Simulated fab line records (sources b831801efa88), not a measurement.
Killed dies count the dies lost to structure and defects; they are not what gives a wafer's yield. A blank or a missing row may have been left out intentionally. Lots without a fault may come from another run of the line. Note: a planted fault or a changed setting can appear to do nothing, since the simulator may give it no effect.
2 desks, one fault || flow sky130 || numbers are kept per desk, each desk with only its own; the story behind them comes last

## METROLOGY DESK
Lot by lot, what the gauges showed, no matter which tool ran the lot: averages of those sampled wafers that carry a number. Any lot whose mean is over 4 standard deviations away from the usual mean is out of limits and marked OUT; that distance is given in the brackets.
Columns: A = VIA1_BOW at SKY_VIA1_BOW_MEAS_03, usual 80 um; B = VIA1_W_RS at SKY_VIA1_RS_MEAS_22, usual 0.430 ohm/sq; C = VIA1_W_THK at SKY_VIA1_THK_MEAS_23, usual 267 nm
{"lot": "L220", "first seen here": "day 32 20:25", "A": 77, "B": 0.431, "C": 263}
{"lot": "L222", "first seen here": "day 33 16:14", "A": 82, "B": 0.436, "C": 266}
{"lot": "L223", "first seen here": "day 34 04:19", "A": 84, "B": 0.426, "C": 271}
{"lot": "L232", "first seen here": "day 37 09:41", "A": 80, "B": "0.453 (+4.6) OUT", "C": "252 (-4.0) OUT"}
{"lot": "L234", "first seen here": "day 38 00:15", "A": 80, "B": "0.463 (+6.7) OUT", "C": "250 (-4.6) OUT"}
{"lot": "L235", "first seen here": "day 38 06:10", "A": 80, "B": 0.430, "C": 269}
{"lot": "L237", "first seen here": "day 38 09:17", "A": 85, "B": 0.425, "C": 272}
{"lot": "L239", "first seen here": "day 39 00:28", "A": 79, "B": 0.429, "C": 268}
{"lot": "L240", "first seen here": "day 39 17:15", "A": 84, "B": 0.432, "C": 266}
{"lot": "L243", "first seen here": "day 40 00:19", "A": 76, "B": 0.427, "C": 267}
{"lot": "L242", "first seen here": "day 40 01:19", "A": 78, "B": 0.431, "C": 262}
This desk finds L232, L234 out of limits, with the earliest case on L232 at day 38 12:25 (VIA1_W_RS at SKY_VIA1_RS_MEAS_22). In limits: L220, L222, L223, L235, L237, L239, L240, L243, L242.

## FOR THE TOOL OWNER'S DESK: cvd_w-02
The tool's own readings at SKY_VIA1_CVD_21 (deposits W, target thk 270 nm, time 80.902 s): means of the sampled wafers that have a number, for each lot that ran on this tool. Any lot whose mean is over 4 standard deviations away from the usual mean is out of limits and marked OUT; that distance is given in the brackets.
Columns: A = heater_power_w at SKY_VIA1_CVD_21, usual 890 W
{"lot": "L223", "first seen here": "day 35 08:06", "A": 926}
{"lot": "L232", "first seen here": "day 38 12:19", "A": 946}
{"lot": "L234", "first seen here": "day 39 02:28", "A": 927}
{"lot": "L242", "first seen here": "day 41 04:22", "A": 950}
This desk's finding: nothing out of limits on any of the 4 lots.

## PUT TOGETHER
On L232, L234, the metrology desk was in a position to raise an alarm at day 38 12:25.
The tool owner's desk saw nothing out of limits.
On record at the tool owner's desk: L232, L234, within its limits.
Of the lots named, all ran SKY_VIA1_CVD_21 on cvd_w-02.

## WHAT THE SIMULATOR PUT IN
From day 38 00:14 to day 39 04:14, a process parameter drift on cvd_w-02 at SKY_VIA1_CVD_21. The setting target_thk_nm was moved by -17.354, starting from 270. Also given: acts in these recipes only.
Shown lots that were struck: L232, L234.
Delay in hours, fault start to first out-of-limits reading, per desk: metrology desk 12.
